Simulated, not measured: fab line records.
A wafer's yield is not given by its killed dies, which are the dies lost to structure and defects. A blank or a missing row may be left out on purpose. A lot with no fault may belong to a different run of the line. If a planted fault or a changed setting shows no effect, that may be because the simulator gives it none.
Which tool did it?	flow sky130	35 wafers from 12 lots sampled at 5 of the route's 708 steps

== WHAT THE GAUGES SHOWED, per wafer ==
SKY_METAL4_CD_MEAS_13 targets a cd of 300 nm.
lot	measured	on	cd_nm (nm)
L720	day 42 10:37	cd_sem-02	297.6 298.8 299.6
L721	day 42 18:09	cd_sem-02	301.2 301.1 299.9
L722	day 43 02:06	cd_sem-01	298.8 299.8 299.1
L724	day 43 12:38	cd_sem-02	299.0 298.8 300.6
L728	day 44 16:30	cd_sem-02	298.8 300.5 299.1
L730	day 45 05:08	cd_sem-02	301.6 300.8 301.8
L729	day 45 05:29	cd_sem-01	301.8 302.0 299.8
L731	day 45 10:29	cd_sem-02	287.3 300.8
L732	day 45 17:31	cd_sem-02	286.1 300.0 300.0
L733	day 45 22:32	cd_sem-01	287.4 300.5 300.5
L739	day 47 09:46	cd_sem-02	301.0 300.6 299.5
L740	day 47 10:20	cd_sem-01	297.8 300.1 298.4

SKY_VIA4_BOW_MEAS_03.
lot	measured	on	VIA4_BOW (um)
L720	day 42 12:19	film_metro-04	75 84 85
L721	day 42 19:46	film_metro-03	69 84 90
L722	day 43 03:50	film_metro-03	83 79 63
L724	day 43 14:17	film_metro-04	103 79 87
L728	day 44 18:07	film_metro-04	77 81 73
L730	day 45 06:46	film_metro-03	93 89 88
L729	day 45 07:07	film_metro-04	66 59 53
L731	day 45 12:05	film_metro-02	91 85
L732	day 45 19:13	film_metro-04	63 80 73
L733	day 46 00:09	film_metro-02	88 80 86
L739	day 47 11:34	film_metro-04	69 73 77
L740	day 47 12:08	film_metro-03	81 71 72

== EACH LOT AND THE TOOL THAT RAN IT (in order: tool; ch and the chambers of the sampled wafers; start) ==
lot	SKY_VIA3_ETCH_15	SKY_CAP2M_STRIP_14	SKY_METAL4_EXPOSE_10
L720	rie_diel-02 ch 0,2,3, day 40 08:28	plasma_asher-03 ch 0,1, day 41 10:01	krf_scanner-02 ch 0, day 41 22:33
L721	rie_diel-02 ch 1,2, day 40 16:04	plasma_asher-01 ch 0,1, day 41 17:35	krf_scanner-01 ch 0, day 42 06:24
L722	rie_diel-03 ch 0,1,3, day 41 01:25	plasma_asher-01 ch 0,1, day 42 03:14	krf_scanner-01 ch 0, day 42 15:13
L724	rie_diel-01 ch 2,3, day 41 12:19	plasma_asher-04 ch 0,1, day 42 13:03	krf_scanner-02 ch 0, day 43 01:14
L728	rie_diel-01 ch 0,1,3, day 42 17:28	plasma_asher-03 ch 0,1, day 43 17:35	krf_scanner-02 ch 0, day 44 05:16
L730	rie_diel-01 ch 1,2,3, day 43 07:07	plasma_asher-03 ch 0,1, day 44 07:01	krf_scanner-02 ch 0, day 44 19:05
L729	rie_diel-02 ch 1,2, day 43 08:22	plasma_asher-01 ch 0,1, day 44 07:50	krf_scanner-01 ch 0, day 44 19:32
L731	rie_diel-01 ch 2,3, day 43 12:00	plasma_asher-04 ch 0, day 44 12:15	krf_scanner-02 ch 0, day 44 23:32
L732	rie_diel-02 ch 0,1,3, day 43 19:43	plasma_asher-03 ch 0,1, day 44 19:46	krf_scanner-02 ch 0, day 45 06:55
L733	rie_diel-01 ch 1,2,3, day 44 01:04	plasma_asher-01 ch 0,1, day 45 00:34	krf_scanner-02 ch 0, day 45 12:23
L739	rie_diel-02 ch 0,2, day 45 14:22	plasma_asher-03 ch 0,1, day 46 13:17	krf_scanner-01 ch 0, day 46 23:44
L740	rie_diel-01 ch 0,2,3, day 45 15:04	plasma_asher-04 ch 0,1, day 46 13:53	krf_scanner-01 ch 0, day 47 00:29
- SKY_VIA3_ETCH_15: etches SiO2 in C4F8/O2/Ar, stops on TiN, target depth 507 nm, time 78 s.
- SKY_CAP2M_STRIP_14: strips in O2/N2.
- SKY_METAL4_EXPOSE_10: exposes mask MM4, target cd 300 nm.

== WHAT THE TOOLS THEMSELVES READ (means of the sampled wafers that have a number; where no wafer has one, the mark that the record gives instead) ==
SKY_VIA3_ETCH_15.
lot	tool	oes_product_au (a.u.)
L720	rie_diel-02	0.947
L721	rie_diel-02	0.944
L722	rie_diel-03	0.945
L724	rie_diel-01	0.950
L728	rie_diel-01	0.940
L730	rie_diel-01	0.946
L729	rie_diel-02	0.943
L731	rie_diel-01	0.942
L732	rie_diel-02	0.950
L733	rie_diel-01	0.945
L739	rie_diel-02	0.945
L740	rie_diel-01	0.947

SKY_CAP2M_STRIP_14.
lot	tool	drypump_motor_current_A (A)	oes_product_au (a.u.)	strip_time_to_endpoint_s (s)
L720	plasma_asher-03	6.0	0.711	12.72
L721	plasma_asher-01	5.2	0.714	12.63
L722	plasma_asher-01	5.0	0.716	12.66
L724	plasma_asher-04	5.1	0.710	12.68
L728	plasma_asher-03	5.9	0.709	12.67
L730	plasma_asher-03	5.9	0.707	12.63
L729	plasma_asher-01	5.3	0.713	12.72
L731	plasma_asher-04	5.1	0.711	12.68
L732	plasma_asher-03	5.9	0.707	12.64
L733	plasma_asher-01	5.0	0.713	12.74
L739	plasma_asher-03	6.0	0.712	12.65
L740	plasma_asher-04	5.1	0.710	12.73

== THE ANSWER, worked out from the rows above alone ==
Rule: the usual values come from the lots themselves. Put in order of their means at a reading, lots are off if they are a third of the lots or fewer, leave a main group of 4 or more, and stand apart from it by a gap of 3 or more times the standard deviation of the main group's means; of several such gaps the widest counts. Not used: any main group whose means are identical at the precision the tables above print for the reading. Also off: a lot with no number at a reading for which 4 or more lots have one. Any other lot the step has rows for is counted as sound. First the gauges in route order, then the tools' own readings, where a lot's mean is used as printed above. The first step at which some lot is off is used, and at that step the reading that is off furthest; a lot without a number counts as furthest.
Across all readings shown, no lot is off: no conclusion can be drawn from this.

== WHAT THE SIMULATOR HAD PUT IN ==
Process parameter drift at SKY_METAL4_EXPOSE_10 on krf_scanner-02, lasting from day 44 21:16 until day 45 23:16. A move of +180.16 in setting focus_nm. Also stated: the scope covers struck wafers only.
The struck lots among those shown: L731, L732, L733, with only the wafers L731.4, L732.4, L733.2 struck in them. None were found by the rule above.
